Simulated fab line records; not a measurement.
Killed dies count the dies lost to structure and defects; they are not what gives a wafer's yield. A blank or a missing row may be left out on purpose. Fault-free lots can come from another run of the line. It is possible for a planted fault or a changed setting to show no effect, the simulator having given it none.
Tool commonality check + flow sky130 + Sampled: 12 lots, 36 wafers

== WHAT PROMPTED THE OPENING ==
At SKY_SONOS_TUNNEL_TW_MEAS_12 the reading SONOS_TUNNEL_TW is flagged on 2 of 12 lots. Wafers without a fault read 197.5, standard deviation 1.
Rule: a lot is flagged when every wafer of it that has a number lies more than 4 standard deviations from that mean, or none has a number. The rest of the lots are taken to be sound.

| lot  | measured     | on           | SONOS_TUNNEL_TW, wafer by wafer | flag    |
|------|--------------|--------------|---------------------------------|---------|
| L847 | day 11 04:04 | filmMetro-02 | 200.0 199.2 198.9               |         |
| L848 | day 11 15:44 | filmMetro-01 | 197.8 196.5 196.4               |         |
| L849 | day 11 21:56 | filmMetro-04 | 198.1 197.9 198.5               |         |
| L850 | day 12 05:44 | filmMetro-04 | 198.9 199.0 199.1               |         |
| L852 | day 12 22:08 | filmMetro-01 | 195.1 194.7 196.5               |         |
| L856 | day 14 00:10 | filmMetro-02 | 198.9 197.9 198.6               |         |
| L860 | day 15 12:47 | filmMetro-02 | 198.9 198.6 197.2               |         |
| L862 | day 16 15:18 | filmMetro-01 | 190.0 191.5 189.0               | FLAGGED |
| L865 | day 17 04:14 | filmMetro-02 | 191.5 190.5 190.6               | FLAGGED |
| L866 | day 17 21:30 | filmMetro-04 | 198.2 197.4 196.8               |         |
| L867 | day 18 05:52 | filmMetro-02 | 197.5 197.6 197.9               |         |
| L870 | day 18 23:31 | filmMetro-04 | 197.0 197.0 198.1               |         |
The mean of the flagged lots' numbers is 190.5, -7.0 from the usual (-7 standard deviations).

== EACH LOT AND THE TOOL IT RAN ON ==
The record holds 1 process step before the reading, out of a route of 708 steps. Read each cell as the tool, then ch plus the chambers that the sampled wafers visited, then the start.
| lot  | flag    | SKY_SONOS_TUNNEL_IMPLANT_09     |
|------|---------|---------------------------------|
| L847 |         | implanter-01 ch 0, day 11 03:38 |
| L848 |         | implanter-01 ch 0, day 11 15:19 |
| L849 |         | implanter-01 ch 0, day 11 21:31 |
| L850 |         | implanter-01 ch 0, day 12 05:19 |
| L852 |         | implanter-01 ch 0, day 12 21:44 |
| L856 |         | implanter-01 ch 0, day 13 23:43 |
| L860 |         | implanter-01 ch 0, day 15 12:22 |
| L862 | FLAGGED | implanter-04 ch 0, day 16 14:55 |
| L865 | FLAGGED | implanter-04 ch 0, day 17 03:49 |
| L866 |         | implanter-02 ch 0, day 17 21:05 |
| L867 |         | implanter-02 ch 0, day 18 05:31 |
| L870 |         | implanter-02 ch 0, day 18 23:07 |
These steps, and what they do:
- SKY_SONOS_TUNNEL_IMPLANT_09
- SKY_SONOS_TUNNEL_TW_MEAS_12

== FLAGGED AGAINST TOTAL, ONE TOOL AT A TIME (gauges that did the reading follow at the end) ==
| step                        | tool         | lots run | flagged | share of the flagged lots | sound lots run after its first flagged lot |
|-----------------------------|--------------|----------|---------|---------------------------|--------------------------------------------|
| SKY_SONOS_TUNNEL_IMPLANT_09 | implanter-01 | 7        | 0       | none                      | -                                          |
| SKY_SONOS_TUNNEL_IMPLANT_09 | implanter-02 | 3        | 0       | none                      | -                                          |
| SKY_SONOS_TUNNEL_IMPLANT_09 | implanter-04 | 2        | 2       | all                       | 0                                          |
| SKY_SONOS_TUNNEL_TW_MEAS_12 | filmMetro-01 | 3        | 1       | some                      | 0                                          |
| SKY_SONOS_TUNNEL_TW_MEAS_12 | filmMetro-02 | 5        | 1       | some                      | 1 (L867)                                   |
| SKY_SONOS_TUNNEL_TW_MEAS_12 | filmMetro-04 | 4        | 0       | none                      | -                                          |

== WHAT THE TABLE ALLOWS ==
In the table, 1 row covers all flagged lots: implanter-04 at SKY_SONOS_TUNNEL_IMPLANT_09.
- implanter-04 at SKY_SONOS_TUNNEL_IMPLANT_09 ran 2 lots, 2 of them flagged. It ran no sound lot before its first flagged lot in this sample, so the start can't be narrowed down. Its own readings lie more than 4 standard deviations out on every wafer of the flagged lots: doseIonsCm2, faradayCurrentUA.
Just one tool remains: implanter-04 at SKY_SONOS_TUNNEL_IMPLANT_09.

== WHAT HAD BEEN PUT IN BY THE SIMULATOR ==
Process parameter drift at SKY_SONOS_TUNNEL_IMPLANT_09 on implanter-04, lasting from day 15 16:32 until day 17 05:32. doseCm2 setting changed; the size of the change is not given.
Shown lots that were struck: L862, L865. The rule given above showed the same thing.
